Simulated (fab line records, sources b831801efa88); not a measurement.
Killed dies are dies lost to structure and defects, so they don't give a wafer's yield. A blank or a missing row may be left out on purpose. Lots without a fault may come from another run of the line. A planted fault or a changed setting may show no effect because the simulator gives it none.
fab line records | flow sky130
record lots=5 wafers=15 last_day=50
route steps=708 shown METAL1@440 VIA1@458
lots that met no fault: from a run of the same line without faults
start_h: hours from the record's first day to the start of the lot's first wafer shown | wait_h: hours since the lot's step before | " the same as in the row above | L1.1+2: a row that stands for several wafers | - no value, or no start given | * or withheld: withheld | < > ~ a bound
route shown NAME@n: a module of which the file shows steps, and the number in the route of the first | usual: mean/standard deviation of fault-free wafers | same: alike in all rows | chamber/n: place in a boat | sites: the reading at each site | _std_site: their standard deviation | _edge_site: outer sites' mean less inner sites' | radius_mm: how far each site lies from the wafer's centre | mask NAME#n: copy n | behind: the tool/chamber that last shaped the wafer | hold: why the lot was held/for how many hours/how that ended | device: the transistor (n, p or np) that didn't switch | end of line: the same wafers' tests at the end of the route | a step without rows: its recipe alone | killed: dies lost to structure and defects at the first sort, not the wafer's yield | map: a wafer's dies, x killed, . not, _ none there
set.NAME: the setting as run; set.NAME@STEP: as run at that earlier step | model.NAME: the simulator's own value behind a step, which no gauge read
lots at some steps of the route; a table a step, a row a wafer
services: from which hour (start_h, from the record's first day; less than 0 if before it) a tool's chamber was out of use, for how many hours, and why
## steps
# step SKY_METAL1_THK_MEAS_06
# recipe thk_meas_gauge=xrf reads=AlCu_of_METAL1_SPUTTER_02
# usual METAL1_ALCU_THK=242/4
# columns lot.wafer tool chamber start_h wait_h METAL1_ALCU_THK[nm]
L074.2 film_metro-03 - 754.16 0.1 243
L074.3 " - " " 239
L074.5 " - " " 240
L079.2 film_metro-04 - 783.61 0.1 246
L079.4 " - " " 247
L079.6 " - " " 246
L088.1 film_metro-04 - 858.90 0.1 245
L088.3 " - " " 249
L088.6 " - " " 244
L091.1 film_metro-02 - 875.29 0.1 246
L091.2 " - " " 249
L091.4 " - " " 247
L093.1 film_metro-03 - 895.94 0.1 236
L093.4 " - " " 237
L093.6 " - " " 235
# step SKY_METAL1_DEHYDRATE_07
# recipe temp_c=200 time_s=60
# usual chill_plate_temp_C=23.00/0.091
# columns lot.wafer tool chamber start_h wait_h chill_plate_temp_C
L074.2 litho_track-03 0 767.39 13.2 22.99
L074.3 " 0 " " 22.96
L074.5 " 0 " " 23.21
L079.2 litho_track-01 0 796.41 12.8 22.86
L079.4 " 0 " " 23.00
L079.6 " 0 " " 23.25
L088.1 litho_track-04 0 870.83 11.9 23.06
L088.3 " 0 " " 23.11
L088.6 " 0 " " 23.04
L091.1 litho_track-01 0 887.53 12.2 23.00
L091.2 " 0 " " 22.89
L091.4 " 0 " " 23.10
L093.1 litho_track-01 0 907.53 11.6 23.16
L093.4 " 0 " " 23.02
L093.6 " 0 " " 22.97
# step SKY_METAL1_HMDS_08
# recipe prime_time_s=60 prime_temp_c=120
# usual chill_plate_temp_C=23.00/0.1 prime_temp_c=120.00/0.14
# columns lot.wafer tool chamber start_h wait_h chill_plate_temp_C prime_temp_c
L074.2 litho_track-03 0 767.54 0.1 22.87 120.03
L074.3 " 0 " " 22.90 120.01
L074.5 " 0 " " 23.02 120.42
L079.2 litho_track-01 0 796.56 0.1 22.88 120.05
L079.4 " 0 " " 22.97 119.99
L079.6 " 0 " " 22.98 120.03
L088.1 litho_track-04 0 870.98 0.1 22.91 119.81
L088.3 " 0 " " 22.91 119.82
L088.6 " 0 " " 22.97 119.81
L091.1 litho_track-01 0 887.68 0.1 22.88 119.75
L091.2 " 0 " " 22.93 119.79
L091.4 " 0 " " 23.16 120.07
L093.1 litho_track-01 0 907.68 0.1 22.88 119.99
L093.4 " 0 " " 22.86 119.98
L093.6 " 0 " " 22.92 120.20
# step SKY_METAL1_COAT_09
# recipe resist=BARC temp_c=withheld time_s=withheld spin_rpm=3000 resist_thk_nm=60
# usual chill_plate_temp_C=* dispense_pressure_kPa=47.2/2.4
# columns lot.wafer tool chamber start_h wait_h chill_plate_temp_C dispense_pressure_kPa
L074.2 litho_track-03 0 767.69 0.1 * 48.5
L074.3 " 0 " " * 48.5
L074.5 " 0 " " * 48.4
L079.2 litho_track-01 0 796.71 0.1 * 49.6
L079.4 " 0 " " * 49.5
L079.6 " 0 " " * 49.6
L088.1 litho_track-04 0 871.13 0.1 * 43.8
L088.3 " 0 " " * 43.8
L088.6 " 0 " " * 43.8
L091.1 litho_track-01 0 887.83 0.1 * 49.5
L091.2 " 0 " " * 49.5
L091.4 " 0 " " * 49.6
L093.1 litho_track-01 0 907.83 0.1 * 49.5
L093.4 " 0 " " * 49.5
L093.6 " 0 " " * 49.5
# step SKY_METAL1_COAT_10
# recipe resist=KrF-thick spin_rpm=3000 resist_thk_nm=450
# usual chill_plate_temp_C=22.99/0.11 dispense_pressure_kPa=47.2/2.4
# columns lot.wafer tool chamber start_h wait_h chill_plate_temp_C dispense_pressure_kPa
L074.2 litho_track-03 0 - - 23.05 48.4
L074.3 " 0 " " 23.01 48.4
L074.5 " 0 " " 23.12 48.4
L079.2 litho_track-01 0 - - 23.07 49.5
L079.4 " 0 " " 23.11 49.5
L079.6 " 0 " " 23.04 49.5
L088.1 litho_track-04 0 - - 23.08 43.8
L088.3 " 0 " " 22.75 43.8
L088.6 " 0 " " 22.77 43.8
L091.1 litho_track-01 0 - - 22.94 49.5
L091.2 " 0 " " 23.03 49.5
L091.4 " 0 " " 22.95 49.6
L093.1 litho_track-01 0 - - 23.07 49.5
L093.4 " 0 " " 23.04 49.6
L093.6 " 0 " " 23.18 49.6
# step SKY_METAL1_SOFTBAKE_11
# recipe temp_c=100 time_s=90 resist=KrF-thick
# usual chill_plate_temp_C=22.99/0.11
# columns lot.wafer tool chamber start_h wait_h chill_plate_temp_C
L074.2 litho_track-03 0 - - 23.01
L074.3 " 0 " " 23.18
L074.5 " 0 " " 23.10
L079.2 litho_track-01 0 - - 22.90
L079.4 " 0 " " 22.92
L079.6 " 0 " " 22.91
L088.1 litho_track-04 0 - - 22.97
L088.3 " 0 " " 22.85
L088.6 " 0 " " 22.95
L091.1 litho_track-01 0 - - 22.99
L091.2 " 0 " " 23.03
L091.4 " 0 " " 23.02
L093.1 litho_track-01 0 - - 23.07
L093.4 " 0 " " 23.12
L093.6 " 0 " " 22.92
# step SKY_METAL1_EXPOSE_12
# recipe mask_id=MM1 na=0.8 source_shape=annular sigma_inner=0.55 sigma_outer=0.85 target_cd_nm=140 dose_mj=28
# columns lot.wafer tool chamber start_h wait_h mask
L074.2+3+5 krf_scanner-01 0 - - MM1#0
L079.2+4+6 krf_scanner-02 0 - - MM1#0
L088.1+3+6 krf_scanner-01 0 - - MM1#0
L091.1+2+4 krf_scanner-02 0 - - MM1#0
L093.1+4+6 krf_scanner-02 0 - - MM1#0
# step SKY_METAL1_PEB_13
# recipe peb_temp_c=withheld peb_time_s=withheld resist=KrF-thick
# usual chill_plate_temp_C=*
# columns lot.wafer tool chamber start_h wait_h chill_plate_temp_C
L074.2 litho_track-03 0 - - *
L074.3 " 0 " " *
L074.5 " 0 " " *
L079.2 litho_track-03 0 - - *
L079.4 " 0 " " *
L079.6 " 0 " " *
L088.1 litho_track-04 0 - - *
L088.3 " 0 " " *
L088.6 " 0 " " *
L091.1 litho_track-03 0 - - *
L091.2 " 0 " " *
L091.4 " 0 " " *
L093.1 litho_track-04 0 - - *
L093.4 " 0 " " *
L093.6 " 0 " " *
# step SKY_METAL1_DEVELOP_14
# recipe develop_time_s=60 resist=KrF-thick dev_temp_c=21
# usual chill_plate_temp_C=22.99/0.12
# columns lot.wafer tool chamber start_h wait_h chill_plate_temp_C
L074.2 litho_track-03 0 - - 22.88
L074.3 " 0 " " 23.00
L074.5 " 0 " " 23.12
L079.2 litho_track-03 0 - - 22.76
L079.4 " 0 " " 22.81
L079.6 " 0 " " 22.91
L088.1 litho_track-04 0 - - 22.86
L088.3 " 0 " " 23.03
L088.6 " 0 " " 22.90
L091.1 litho_track-03 0 - - 22.92
L091.2 " 0 " " 23.00
L091.4 " 0 " " 23.09
L093.1 litho_track-04 0 - - 22.99
L093.4 " 0 " " 22.88
L093.6 " 0 " " 22.87
# step SKY_METAL1_CD_MEAS_15
# recipe target_cd_nm=140
# usual cd_nm=139.8/1.9
# columns lot.wafer tool chamber start_h wait_h cd_nm
L074.2 cd_sem-01 - 781.08 - 141.4
L074.3 " - " " 140.8
L074.5 " - " " 140.7
L079.2 cd_sem-01 - 810.68 - 139.3
L079.4 " - " " 139.6
L079.6 " - " " 137.9
L088.1 cd_sem-02 - 884.33 - 140.4
L088.3 " - " " 139.7
L088.6 " - " " 140.2
L091.1 cd_sem-01 - 900.41 - 141.2
L091.2 " - " " 141.2
L091.4 " - " " 143.5
L093.1 cd_sem-02 - 920.98 - 140.8
L093.4 " - " " 142.0
L093.6 " - " " 142.2
# step SKY_METAL1_OVL_MEAS_16
# usual METAL1_OVL=4/5.6
# columns lot.wafer tool chamber start_h wait_h METAL1_OVL[nm]
L074.2 overlay-02 - 781.19 0.1 0
L074.3 " - " " 3
L074.5 " - " " -2
L079.2 overlay-01 - 810.79 0.1 10
L079.4 " - " " 2
L079.6 " - " " 5
L088.1 overlay-02 - 884.45 0.1 1
L088.3 " - " " -1
L088.6 " - " " -7
L091.1 overlay-02 - 900.53 0.1 0
L091.2 " - " " 5
L091.4 " - " " -1
L093.1 overlay-01 - 921.10 0.1 12
L093.4 " - " " 14
L093.6 " - " " 6
# step SKY_METAL1_DESCUM_17
# recipe chemistry=O2 source_power_w=150 bias_power_w=0 pressure_mtorr=10 temp_c=40 time_s=8
# usual drypump_motor_current_A=5.5/0.54 oes_product_au=1.000/0.0096
# same bias_power_w=0
# columns lot.wafer tool chamber start_h wait_h drypump_motor_current_A oes_product_au rf_hours_counter_h
L074.2 rie_metal-02 1 781.22 0.0 4.7 0.984 2
L074.3 " 1 " " 4.7 0.983 -
L074.5 " 0 " " 6.0 0.994 -
L079.2 rie_metal-02 1 810.82 0.0 4.7 0.992 3
L079.4 " 1 " " 4.7 1.001 -
L079.6 " 0 " " 6.0 1.006 -
L088.1 rie_metal-02 0 884.49 0.0 6.0 1.000 1
L088.3 " 0 " " 6.0 1.005 -
L088.6 " 1 " " 4.6 0.969 -
L091.1 rie_metal-02 1 900.57 0.0 4.7 0.984 8
L091.2 " 0 " " 6.0 1.011 2
L091.4 " 1 " " 4.7 0.993 -
L093.1 rie_metal-04 0 921.14 0.0 6.1 1.014 11
L093.4 " 0 " " 6.1 1.016 -
L093.6 " 0 " " 6.1 1.018 -
# step SKY_METAL1_ETCH_18
# recipe chemistry=N2/H2 target=BARC ion_energy_ev=200 bias_w=100 pressure_mtorr=30 n2_flow_sccm=100 h2_flow_sccm=200 icp_w=500 stop_on=SiO2 time_s=44.24 target_depth_a=600
# usual drypump_motor_current_A=5.5/0.55 oes_product_au=0.873/0.0045 throttle_valve_pct=13.226/0.0099
# columns lot.wafer tool chamber start_h wait_h drypump_motor_current_A oes_product_au rf_hours_counter_h throttle_valve_pct
L074.2 rie_metal-02 1 781.25 0.0 4.7 0.869 2 13.224
L074.3 " 1 " " 4.7 0.869 - 13.211
L074.5 " 0 " " 6.0 0.876 - 13.243
L079.2 rie_metal-02 1 810.85 0.0 4.6 0.884 3 13.204
L079.4 " 1 " " 4.6 0.872 - 13.221
L079.6 " 0 " " 6.0 0.871 - 13.233
L088.1 rie_metal-02 0 884.52 0.0 6.0 0.876 1 13.232
L088.3 " 0 " " 6.0 0.866 - 13.230
L088.6 " 1 " " 4.7 0.872 - 13.221
L091.1 rie_metal-02 1 900.60 0.0 4.7 0.881 8 13.227
L091.2 " 0 " " 6.0 0.878 2 13.205
L091.4 " 1 " " 4.7 0.880 - 13.226
L093.1 rie_metal-04 0 921.18 0.0 6.1 0.882 11 13.233
L093.4 " 0 " " 6.1 0.876 - 13.236
L093.6 " 0 " " 6.1 0.875 - 13.221
# step SKY_METAL1_METAL_ETCH_19
# recipe target_depth_a=3600 stop_on=SiO2 over_etch_frac=0.3 time_s=78 chemistry=Cl2/BCl3 resist_sidewall_deg=88 pressure_mtorr=10 icp_w=900 bias_w=48.5 Cl2_flow_sccm=60 bcl3_flow_sccm=30
# usual drypump_motor_current_A=5.5/0.55 oes_product_au=0.856/0.006 throttle_valve_pct=22.264/0.0096
# columns lot.wafer tool chamber start_h wait_h drypump_motor_current_A oes_product_au rf_hours_counter_h throttle_valve_pct
L074.2 rie_metal-02 1 781.31 0.0 4.7 0.858 2 22.262
L074.3 " 1 " " 4.7 0.849 - 22.275
L074.5 " 0 " " 6.0 0.855 - 22.255
L079.2 rie_metal-02 1 810.91 0.0 4.7 0.850 3 22.255
L079.4 " 1 " " 4.7 0.854 - 22.263
L079.6 " 0 " " 6.0 0.852 - 22.253
L088.1 rie_metal-02 0 884.58 0.0 6.0 0.855 1 22.251
L088.3 " 0 " " 6.0 0.869 - 22.258
L088.6 " 1 " " 4.6 0.855 - 22.273
L091.1 rie_metal-02 1 900.66 0.0 4.7 0.857 8 22.265
L091.2 " 0 " " 6.0 0.861 2 22.268
L091.4 " 1 " " 4.7 0.862 - 22.260
L093.1 rie_metal-04 0 921.26 0.1 6.1 0.844 11 22.266
L093.4 " 0 " " 6.1 0.852 - 22.280
L093.6 " 0 " " 6.1 0.848 - 22.263
# step SKY_METAL1_STRIP_20
# recipe chemistry=O2/N2 power_w=1400 pressure_mtorr=1500 platen_temp_c=withheld o2_flow_sccm=3000 n2_flow_sccm=300 overash_fraction=0.5
# usual drypump_motor_current_A=5.8/0.49 oes_product_au=0.343/0.0045 strip_time_to_endpoint_s=2.71/0.047
# same overash_fraction=0.5
# columns lot.wafer tool chamber start_h wait_h drypump_motor_current_A oes_product_au rf_hours_counter_h strip_time_to_endpoint_s
L074.2 plasma_asher-03 0 781.40 0.1 5.3 0.343 67 2.81
L074.3 " 0 " " 5.3 0.348 - 2.79
L074.5 " 0 " " 5.3 0.347 - 2.73
L079.2 plasma_asher-03 1 811.00 0.1 5.5 0.348 70 2.77
L079.4 " 1 " " 5.5 0.346 - 2.79
L079.6 " 0 " " 5.3 0.336 - 2.68
L088.1 plasma_asher-02 1 884.67 0.1 6.5 0.343 15 2.68
L088.3 " 1 " " 6.5 0.337 - 2.67
L088.6 " 1 " " 6.5 0.350 - 2.83
L091.1 plasma_asher-03 1 900.75 0.1 5.5 0.341 79 2.80
L091.2 " 0 " " 5.3 0.343 79 2.67
L091.4 " 0 " " 5.3 0.349 - 2.75
L093.1 plasma_asher-02 1 921.38 0.1 6.5 0.344 18 2.64
L093.4 " 1 " " 6.5 0.341 - 2.62
L093.6 " 0 " " 6.0 0.341 - 2.61
# step SKY_METAL1_STRIP_21
# recipe chemistry=post_etch_residue_remover time_s=1200 temp_c=72.5
# columns lot.wafer tool chamber start_h wait_h
L074.2+3+5 wet_bench-02 0 781.50 0.1
L079.2+4+6 wet_bench-01 1 811.10 0.1
L088.1+3+6 wet_bench-04 0 884.77 0.1
L091.1+2+4 wet_bench-04 1 900.85 0.1
L093.1+4+6 wet_bench-01 2 921.48 0.1
# step SKY_METAL1_CLEAN_22
# recipe chemistry=IPA time_s=180 temp_c=25
# columns lot.wafer tool chamber start_h wait_h
L074.2+3+5 wet_bench-04 3 781.84 0.0
L079.2+4+6 wet_bench-04 0 811.44 0.0
L088.1+3+6 wet_bench-01 1 885.11 0.0
L091.1+2+4 wet_bench-02 1 901.23 0.0
L093.1+4+6 wet_bench-02 0 921.83 0.0
# step SKY_METAL1_CLEAN_23
# recipe chemistry=O3/DIW dry=n2_spin
# columns lot.wafer tool chamber start_h wait_h
L074.2+3+5 wet_bench-01 3 781.91 0.0
L079.2+4+6 wet_bench-01 3 811.52 0.0
L088.1+3+6 wet_bench-02 1 885.18 0.0
L091.1+2+4 wet_bench-01 1 901.28 0.0
L093.1+4+6 wet_bench-01 3 921.89 0.0
# step SKY_VIA1_HDPCVD_00
# recipe material=SiO2 target_thk_nm=1030 sigma_open_frac=0.3 time_s=171.7 temp_c=400 sih4_flow_sccm=60 pressure_mtorr=6
# columns lot.wafer tool chamber start_h wait_h
L074.2+3+5 hdpcvd-01 1,0,0 782.00 0.0
L079.2+4+6 hdpcvd-02 0,0,2 811.61 0.0
L088.1+3+6 hdpcvd-01 1,2,1 885.27 0.0
L091.1+2+4 hdpcvd-02 2,1,1 901.38 0.0
L093.1+4+6 hdpcvd-02 1,0,1 921.98 0.0
# step SKY_VIA1_THK_MEAS_01
# recipe reads=SiO2_of_VIA1_HDPCVD_00
# usual VIA1_HDPCVD_THK=1033/14
# columns lot.wafer tool chamber start_h wait_h VIA1_HDPCVD_THK[nm]
L074.2 film_metro-03 - 782.12 0.1 1026
L074.3 " - " " 1017
L074.5 " - " " 1007
L079.2 film_metro-02 - 811.73 0.1 1039
L079.4 " - " " 1039
L079.6 " - " " 1040
L088.1 film_metro-01 - 885.39 0.1 1016
L088.3 " - " " 1031
L088.6 " - " " 1027
L091.1 film_metro-03 - 901.49 0.1 1039
L091.2 " - " " 1041
L091.4 " - " " 1036
L093.1 film_metro-01 - 922.09 0.1 1030
L093.4 " - " " 1047
L093.6 " - " " 1033
# step SKY_VIA1_CMP_02
# recipe material=SiO2 down_force_psi=4 platen_rpm=60 pad_velocity_m_s=0.94248
# usual motor_current_A=11.5/1.8
# columns lot.wafer tool chamber start_h wait_h motor_current_A
L074.3 cmp-01 2 782.17 0.0 9.2
L074.2 " 0 " " 13.0
L074.5 " 3 " " 10.1
L079.2 cmp-01 1 811.83 0.1 11.6
L079.4 " 3 " " 10.5
L079.6 " 1 " " 12.4
L088.1 cmp-02 1 885.55 0.1 14.6
L088.3 " 2 " " 10.8
L088.6 " 3 " " 9.6
L091.4 cmp-02 0 901.55 0.0 13.9
L091.1 " 2 " " 11.0
L091.2 " 3 " " 10.3
L093.4 cmp-02 3 922.20 0.1 10.1
L093.1 " 1 " " 14.7
L093.6 " 3 " " 10.6
# step SKY_VIA1_BOW_MEAS_03
# recipe mode=bow
# usual VIA1_BOW=79/7.4
# columns lot.wafer tool chamber start_h wait_h VIA1_BOW[um]
L074.2 film_metro-03 - 782.49 0.2 88
L074.3 " - " " 91
L074.5 " - " " 92
L079.2 film_metro-01 - 812.10 0.2 78
L079.4 " - " " 83
L079.6 " - " " 83
L088.1 film_metro-03 - 885.75 0.1 76
L088.3 " - " " 80
L088.6 " - " " 76
L091.1 film_metro-02 - 901.85 0.1 82
L091.2 " - " " 72
L091.4 " - " " 84
L093.1 film_metro-03 - 922.45 0.1 80
L093.4 " - " " 73
L093.6 " - " " 76
# step SKY_VIA1_DEHYDRATE_04
# recipe temp_c=200 time_s=60
# usual chill_plate_temp_C=22.99/0.095
# columns lot.wafer tool chamber start_h wait_h chill_plate_temp_C
L074.2 litho_track-03 0 795.04 12.5 22.96
L074.3 " 0 " " 22.96
L074.5 " 0 " " 22.96
L079.2 litho_track-02 0 824.32 12.2 22.86
L079.4 " 0 " " 22.97
L079.6 " 0 " " 22.89
L088.1 litho_track-02 0 897.70 11.9 23.13
L088.3 " 0 " " 22.96
L088.6 " 0 " " 22.95
L091.1 litho_track-03 0 914.06 12.2 23.04
L091.2 " 0 " " 23.16
L091.4 " 0 " " 23.14
L093.1 litho_track-03 0 934.41 11.9 23.03
L093.4 " 0 " " 22.84
L093.6 " 0 " " 22.95
# step SKY_VIA1_HMDS_05
# recipe prime_time_s=60 prime_temp_c=120
# usual chill_plate_temp_C=23.00/0.098 prime_temp_c=120.04/0.16
# columns lot.wafer tool chamber start_h wait_h chill_plate_temp_C prime_temp_c
L074.2 litho_track-03 0 795.19 0.1 23.04 119.86
L074.3 " 0 " " 22.92 119.96
L074.5 " 0 " " 23.11 119.79
L079.2 litho_track-02 0 824.47 0.1 23.07 119.95
L079.4 " 0 " " 22.88 120.12
L079.6 " 0 " " 22.96 120.04
L088.1 litho_track-02 0 897.85 0.1 23.02 120.13
L088.3 " 0 " " 23.01 120.22
L088.6 " 0 " " 23.08 120.16
L091.1 litho_track-03 0 914.21 0.1 23.19 119.89
L091.2 " 0 " " 22.97 120.25
L091.4 " 0 " " 22.98 120.02
L093.1 litho_track-03 0 934.56 0.1 22.97 120.03
L093.4 " 0 " " 22.93 119.86
L093.6 " 0 " " 22.96 119.97
# step SKY_VIA1_COAT_06
# recipe resist=BARC temp_c=withheld time_s=withheld spin_rpm=3000 resist_thk_nm=60
# usual chill_plate_temp_C=* dispense_pressure_kPa=49/3.1
# columns lot.wafer tool chamber start_h wait_h chill_plate_temp_C dispense_pressure_kPa
L074.2 litho_track-03 0 795.34 0.1 * 48
L074.3 " 0 " " * 48
L074.5 " 0 " " * 48
L079.2 litho_track-02 0 824.62 0.1 * 52
L079.4 " 0 " " * 52
L079.6 " 0 " " * 52
L088.1 litho_track-02 0 898.00 0.1 * 52
L088.3 " 0 " " * 52
L088.6 " 0 " " * 52
L091.1 litho_track-03 0 914.36 0.1 * 48
L091.2 " 0 " " * 48
L091.4 " 0 " " * 48
L093.1 litho_track-03 0 934.71 0.1 * 48
L093.4 " 0 " " * 48
L093.6 " 0 " " * 48
# step SKY_VIA1_COAT_07
# recipe resist=KrF-thick spin_rpm=3000 resist_thk_nm=450
# usual chill_plate_temp_C=23.00/0.11 dispense_pressure_kPa=49/3.1
# columns lot.wafer tool chamber start_h wait_h chill_plate_temp_C dispense_pressure_kPa
L074.2 litho_track-03 0 - - 23.06 48
L074.3 " 0 " " 23.00 48
L074.5 " 0 " " 22.93 48
L079.2 litho_track-02 0 - - 23.07 52
L079.4 " 0 " " 23.10 52
L079.6 " 0 " " 22.97 52
L088.1 litho_track-02 0 - - 22.92 52
L088.3 " 0 " " 23.05 52
L088.6 " 0 " " 23.01 52
L091.1 litho_track-03 0 - - 22.84 49
L091.2 " 0 " " 23.11 48
L091.4 " 0 " " 23.01 48
L093.1 litho_track-03 0 - - 22.96 48
L093.4 " 0 " " 23.02 48
L093.6 " 0 " " 23.09 48
# step SKY_VIA1_SOFTBAKE_08
# recipe temp_c=100 time_s=90 resist=KrF-thick
# usual chill_plate_temp_C=22.97/0.12
# columns lot.wafer tool chamber start_h wait_h chill_plate_temp_C
L074.2 litho_track-03 0 - - 22.89
L074.3 " 0 " " 22.84
L074.5 " 0 " " 22.96
L079.2 litho_track-02 0 - - 23.00
L079.4 " 0 " " 22.93
L079.6 " 0 " " 22.84
L088.1 litho_track-02 0 - - 23.01
L088.3 " 0 " " 23.13
L088.6 " 0 " " 23.02
L091.1 litho_track-03 0 - - 22.88
L091.2 " 0 " " 23.07
L091.4 " 0 " " 22.88
L093.1 litho_track-03 0 - - 22.90
L093.4 " 0 " " 22.74
L093.6 " 0 " " 22.89
# step SKY_VIA1_EXPOSE_09
# recipe mask_id=VIM na=0.8 source_shape=annular sigma_inner=0.55 sigma_outer=0.85 target_cd_nm=150 dose_mj=38
# columns lot.wafer tool chamber start_h wait_h mask
L074.2+3+5 krf_scanner-02 0 - - VIM#0
L079.2+4+6 krf_scanner-01 0 - - VIM#0
L088.1+3+6 krf_scanner-01 0 - - VIM#0
L091.1+2+4 krf_scanner-02 0 - - VIM#0
L093.1+4+6 krf_scanner-01 0 - - VIM#0
# step SKY_VIA1_PEB_10
# recipe peb_temp_c=withheld peb_time_s=withheld resist=KrF-thick
# usual chill_plate_temp_C=*
# columns lot.wafer tool chamber start_h wait_h chill_plate_temp_C
L074.2 litho_track-04 0 - - *
L074.3 " 0 " " *
L074.5 " 0 " " *
L079.2 litho_track-04 0 - - *
L079.4 " 0 " " *
L079.6 " 0 " " *
L088.1 litho_track-04 0 - - *
L088.3 " 0 " " *
L088.6 " 0 " " *
L091.1 litho_track-04 0 - - *
L091.2 " 0 " " *
L091.4 " 0 " " *
L093.1 litho_track-03 0 - - *
L093.4 " 0 " " *
L093.6 " 0 " " *
# step SKY_VIA1_DEVELOP_11
# recipe develop_time_s=60 resist=KrF-thick dev_temp_c=21
# usual chill_plate_temp_C=22.97/0.1
# columns lot.wafer tool chamber start_h wait_h chill_plate_temp_C
L074.2 litho_track-04 0 - - 22.98
L074.3 " 0 " " 23.06
L074.5 " 0 " " 23.15
L079.2 litho_track-04 0 - - 22.90
L079.4 " 0 " " 23.05
L079.6 " 0 " " 22.96
L088.1 litho_track-04 0 - - 23.02
L088.3 " 0 " " 23.06
L088.6 " 0 " " 23.21
L091.1 litho_track-04 0 - - 22.97
L091.2 " 0 " " 23.06
L091.4 " 0 " " 22.97
L093.1 litho_track-03 0 - - 23.00
L093.4 " 0 " " 22.97
L093.6 " 0 " " 22.93
# step SKY_VIA1_CD_MEAS_12
# recipe target_cd_nm=150
# usual cd_nm=150.0/1.9
# columns lot.wafer tool chamber start_h wait_h cd_nm
L074.2 cd_sem-01 - 809.45 - 147.7
L074.3 " - " " 149.9
L074.5 " - " " 147.8
L079.2 cd_sem-01 - 837.70 - 149.0
L079.4 " - " " 151.0
L079.6 " - " " 150.5
L088.1 cd_sem-02 - 911.18 - 147.6
L088.3 " - " " 149.0
L088.6 " - " " 148.9
L091.1 cd_sem-02 - 927.58 - 150.7
L091.2 " - " " 150.2
L091.4 " - " " 149.3
L093.1 cd_sem-02 - 947.36 - 152.5
L093.4 " - " " 152.8
L093.6 " - " " 152.1
# step SKY_VIA1_OVL_MEAS_13
# usual VIA1_OVL=1/6
# columns lot.wafer tool chamber start_h wait_h VIA1_OVL[nm]
L074.2 overlay-02 - 809.56 0.1 -7
L074.3 " - " " -13
L074.5 " - " " -9
L079.2 overlay-02 - 837.81 0.1 -6
L079.4 " - " " -8
L079.6 " - " " -9
L088.1 overlay-02 - 911.30 0.1 2
L088.3 " - " " 3
L088.6 " - " " 10
L091.1 overlay-02 - 927.70 0.1 -2
L091.2 " - " " -10
L091.4 " - " " -10
L093.1 overlay-01 - 947.48 0.1 9
L093.4 " - " " 12
L093.6 " - " " 9
# step SKY_VIA1_ETCH_14
# recipe chemistry=N2/H2 target=BARC ion_energy_ev=200 source_w=500 bias_w=100 pressure_mtorr=30 n2_flow_sccm=100 h2_flow_sccm=200 stop_on=SiO2 time_s=45.9 target_depth_a=600
# usual drypump_motor_current_A=5.5/0.5 oes_product_au=0.854/0.0048 throttle_valve_pct=13.225/0.0088
# columns lot.wafer tool chamber start_h wait_h drypump_motor_current_A oes_product_au rf_hours_counter_h throttle_valve_pct
L074.2 rie_diel-02 3 809.59 0.0 5.4 0.855 17 13.229
L074.3 " 0 " " 5.5 0.858 6 13.226
L074.5 " 1 " " 5.5 0.858 - 13.241
L079.2 rie_diel-01 0 837.84 0.0 6.2 0.851 11 13.216
L079.4 " 1 " " 5.2 0.858 8 13.225
L079.6 " 2 " " 5.5 0.855 - 13.211
L088.1 rie_diel-01 2 911.34 0.0 5.5 0.850 7 13.226
L088.3 " 0 " " 6.3 0.848 13 13.217
L088.6 " 3 " " 4.8 0.852 - 13.228
L091.1 rie_diel-01 1 927.74 0.0 5.2 0.858 10 13.234
L091.2 " 0 " " 6.2 0.861 14 13.228
L091.4 " 3 " " 4.8 0.843 12 13.230
L093.1 rie_diel-02 2 947.52 0.0 4.8 0.856 17 13.234
L093.4 " 0 " " 5.5 0.848 10 13.227
L093.6 " 0 " " 5.5 0.854 - 13.227
# step SKY_VIA1_ETCH_15
# recipe target=SiO2 chemistry=C4F8/O2/Ar target_depth_nm=351 stop_on=TiN mask_material=KrF-thick source_w=1500 bias_w=1200 pressure_mtorr=40 c4f8_flow_sccm=withheld O2_flow_sccm=6 Ar_flow_sccm=300 time_s=54
# usual oes_product_au=0.979/0.006
# columns lot.wafer tool chamber start_h wait_h oes_product_au rf_hours_counter_h
L074.2 rie_diel-02 3 809.63 0.0 0.973 17
L074.3 " 0 " " 0.986 6
L074.5 " 1 " " 0.981 -
L079.2 rie_diel-01 0 837.88 0.0 0.979 11
L079.4 " 1 " " 0.968 8
L079.6 " 2 " " 0.978 -
L088.1 rie_diel-01 2 911.38 0.0 0.975 7
L088.3 " 0 " " 0.977 13
L088.6 " 3 " " 0.972 -
L091.1 rie_diel-01 1 927.78 0.0 0.977 10
L091.2 " 0 " " 0.985 14
L091.4 " 3 " " 0.978 12
L093.1 rie_diel-02 2 947.56 0.0 0.975 17
L093.4 " 0 " " 0.977 10
L093.6 " 0 " " 0.976 -
## services
# columns tool chamber start_h hours kind
rie_metal-02 0 746.36 12.7 repair
krf_scanner-01 - 764.56 0.8 pm
krf_scanner-02 - 772.30 0.8 pm
krf_scanner-02 - 778.11 1.2 repair
krf_scanner-01 - 780.39 0.3 repair
krf_scanner-02 - 786.66 1.0 pm
rie_diel-02 0 810.84 10.1 repair
krf_scanner-01 - 814.63 1.3 pm
krf_scanner-01 - 815.93 4.0 pm
rie_diel-01 0 818.13 4.7 repair
krf_scanner-02 - 831.89 6.4 repair
rie_diel-01 0 843.58 3.4 repair
krf_scanner-02 - 849.16 1.3 pm
rie_diel-01 1 853.21 4.7 repair
wet_bench-04 - 859.12 1.5 repair
krf_scanner-02 - 877.07 4.0 pm
rie_diel-01 1 905.83 6.2 repair
wet_bench-01 - 906.07 1.5 repair
krf_scanner-01 - 911.96 1.0 pm
rie_diel-01 3 928.80 8.2 repair
krf_scanner-02 - 931.74 4.4 pm
krf_scanner-01 - 936.14 0.8 pm
krf_scanner-02 - 941.10 0.8 pm
krf_scanner-02 - 941.85 6.2 repair
## key
fault none
